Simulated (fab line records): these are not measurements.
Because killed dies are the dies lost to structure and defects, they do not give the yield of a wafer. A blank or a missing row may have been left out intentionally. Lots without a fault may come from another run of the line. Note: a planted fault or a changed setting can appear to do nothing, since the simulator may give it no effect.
Which tool did it? | flow sky130 | 36 wafers from 12 lots sampled at 4 of the route's 708 steps

## WHAT THE GAUGES READ, wafer by wafer
SKY_PASSIVATION_THK_MEAS_01. Usual: PASSIVATION_CVD_00_THK 89.9 nm, standard deviation 1.3.
lot  | measured     | on            | PASSIVATION_CVD_00_THK (nm) | flag
L564 | day 43 15:09 | film metro-04 | 89.3 91.6 91.2              |
L565 | day 44 04:02 | film metro-01 | 91.5 90.0 89.9              |
L566 | day 44 10:14 | film metro-01 | 88.9 91.7 90.9              |
L570 | day 45 11:15 | film metro-04 | 88.6 89.1 92.2              |
L569 | day 45 20:19 | film metro-02 | 90.2 91.1 91.2              |
L572 | day 46 07:19 | film metro-02 | 89.8 92.8 90.9              |
L573 | day 46 09:35 | film metro-01 | 87.8 89.3 88.9              |
L575 | day 46 20:52 | film metro-01 | 90.4 90.1 91.2              |
L578 | day 47 16:06 | film metro-04 | 89.2 89.0 90.2              |
L582 | day 48 14:49 | film metro-04 | 90.4 90.6 91.1              |
L583 | day 48 17:43 | film metro-04 | 88.5 90.3 89.3              |
L586 | day 49 07:56 | film metro-04 | 89.0 89.1 90.0              |

## WHAT TOOL EACH LOT RAN ON (gives the tool, then ch and the chambers of the sampled wafers, and finally the start)
lot  | SKY_METAL3_ETCH_17                 | SKY_VIA4_CMP_21               | SKY_METAL5_SPUTTER_03
L564 | rie diel-03 ch 0,3, day 38 07:36   | cmp-02 ch 0,2,3, day 42 15:05 | pvd sputter-01, day 42 15:29
L565 | rie diel-02 ch 0,1,2, day 38 21:43 | cmp-02 ch 0,2,3, day 43 03:52 | pvd sputter-04, day 43 04:10
L566 | rie diel-02 ch 0,1,2, day 39 00:28 | cmp-01 ch 1,2,3, day 43 10:01 | pvd sputter-01, day 43 10:22
L570 | rie diel-02 ch 2,3, day 40 07:49   | cmp-01 ch 0,2,3, day 44 12:17 | pvd sputter-03, day 44 12:41
L569 | rie diel-03 ch 0,1,2, day 40 18:27 | cmp-01 ch 0,2,3, day 44 21:31 | pvd sputter-03, day 44 21:55
L572 | rie diel-02 ch 0,1, day 41 07:04   | cmp-02 ch 1,2,3, day 45 09:26 | pvd sputter-03, day 45 09:50
L573 | rie diel-03 ch 0,2,3, day 41 10:48 | cmp-01 ch 0,1, day 45 12:10   | pvd sputter-04, day 45 12:34
L575 | rie diel-02 ch 0,1,3, day 41 22:33 | cmp-01 ch 0,1,2, day 45 23:19 | pvd sputter-03, day 45 23:40
L578 | rie diel-03 ch 1,2,3, day 42 21:15 | cmp-02 ch 1,2,3, day 46 18:28 | pvd sputter-01, day 46 18:52
L582 | rie diel-01 ch 0,3, day 43 23:35   | cmp-02 ch 0,1,3, day 47 18:55 | pvd sputter-03, day 47 19:19
L583 | rie diel-01 ch 2,3, day 44 03:29   | cmp-02 ch 0,1,2, day 47 22:06 | pvd sputter-01, day 47 22:27
L586 | rie diel-03 ch 1,2,3, day 44 20:11 | cmp-02 ch 0,1,2, day 48 12:53 | pvd sputter-01, day 48 13:17
- SKY_METAL3_ETCH_17: etches SiO2 in C4F8/O2/Ar, stops on TiN, time 3.9 s, target depth 15 nm.
- SKY_VIA4_CMP_21: polishes, stops on SiO2, t overpolish 25 s, target thk 0 nm.
- SKY_METAL5_SPUTTER_03: material Ti, target thk 5 nm, time 3.3 s.

## AS READ BY THE TOOLS THEMSELVES (means over the sampled wafers that have a number; for cases with no such wafer, the mark the record gives instead)
SKY_METAL3_ETCH_17. Usual: oes product au 0.752 a.u., standard deviation 0.0081.
lot  | tool        | oes product au (a.u.) | flag
L564 | rie diel-03 | 0.751                 |
L565 | rie diel-02 | 0.756                 |
L566 | rie diel-02 | 0.762                 |
L570 | rie diel-02 | 0.758                 |
L569 | rie diel-03 | 0.750                 |
L572 | rie diel-02 | 0.757                 |
L573 | rie diel-03 | 0.748                 |
L575 | rie diel-02 | 0.752                 |
L578 | rie diel-03 | 0.750                 |
L582 | rie diel-01 | 0.757                 |
L583 | rie diel-01 | 0.739                 |
L586 | rie diel-03 | 0.751                 |

SKY_VIA4_CMP_21. Usual: edge zone pressure frac 0.999, standard deviation 0.0046; motor current A 10.5 A, standard deviation 1.1; overpolish run s 25.000 s, standard deviation 0.0094; slurry flow ml min 150.0, standard deviation 0.43; time to endpoint s 122 s, standard deviation 4.2.
lot  | tool   | edge zone pressure frac | motor current A (A) | overpolish run s (s) | slurry flow ml min | time to endpoint s (s) | flag
L564 | cmp-02 | 1.001                   | 9.8                 | 24.998               | 150.0              | 125                    |
L565 | cmp-02 | 0.999                   | 9.7                 | 24.992               | 150.0              | 128                    |
L566 | cmp-01 | 0.997                   | 11.2                | 25.003               | 149.9              | 118                    |
L570 | cmp-01 | 0.996                   | 10.4                | 24.999               | 150.1              | 122                    |
L569 | cmp-01 | 0.997                   | 10.6                | 25.001               | 150.8              | 116                    |
L572 | cmp-02 | 0.997                   | 10.2                | 24.998               | 149.6              | 122                    |
L573 | cmp-01 | 0.998                   | 11.7                | 25.005               | 149.5              | 122                    |
L575 | cmp-01 | 0.999                   | 11.0                | 24.997               | 150.2              | 120                    |
L578 | cmp-02 | 0.994                   | 10.2                | 25.004               | 149.7              | 118                    |
L582 | cmp-02 | 0.998                   | 10.3                | 24.992               | 150.0              | 122                    |
L583 | cmp-02 | 0.998                   | 10.1                | 24.998               | 150.4              | 120                    |
L586 | cmp-02 | 0.997                   | 10.2                | 24.999               | 149.7              | 125                    |

SKY_METAL5_SPUTTER_03. Usual: throttle valve pct 30.2 %, standard deviation 0.86.
lot  | tool           | throttle valve pct (%) | flag
L564 | pvd sputter-01 | 30.6                   |
L565 | pvd sputter-04 | 30.7                   |
L566 | pvd sputter-01 | 29.1                   |
L570 | pvd sputter-03 | 30.8                   |
L569 | pvd sputter-03 | 30.5                   |
L572 | pvd sputter-03 | 30.2                   |
L573 | pvd sputter-04 | 30.7                   |
L575 | pvd sputter-03 | 30.2                   |
L578 | pvd sputter-01 | 30.1                   |
L582 | pvd sputter-03 | 30.1                   |
L583 | pvd sputter-01 | 29.9                   |
L586 | pvd sputter-01 | 30.1                   |

## THE ANSWER, worked out from the rows above alone
Rule: take the mean of a lot's wafers that have a number; if it is more than 3 standard deviations from the usual mean, the lot is off. A lot without any number at a reading at which 4 lots or more have one is off too. Any other lot the step has rows for is counted as sound. The gauges are gone through in route order, then the tools' own readings, and for those a lot's mean is taken as printed above. At the first step where some lot is off, the reading lying furthest off is the one used; lots without a number count as furthest.
Nothing can be told from this: no lot is off at any reading shown.

## WHAT WAS PUT IN BY THE SIMULATOR
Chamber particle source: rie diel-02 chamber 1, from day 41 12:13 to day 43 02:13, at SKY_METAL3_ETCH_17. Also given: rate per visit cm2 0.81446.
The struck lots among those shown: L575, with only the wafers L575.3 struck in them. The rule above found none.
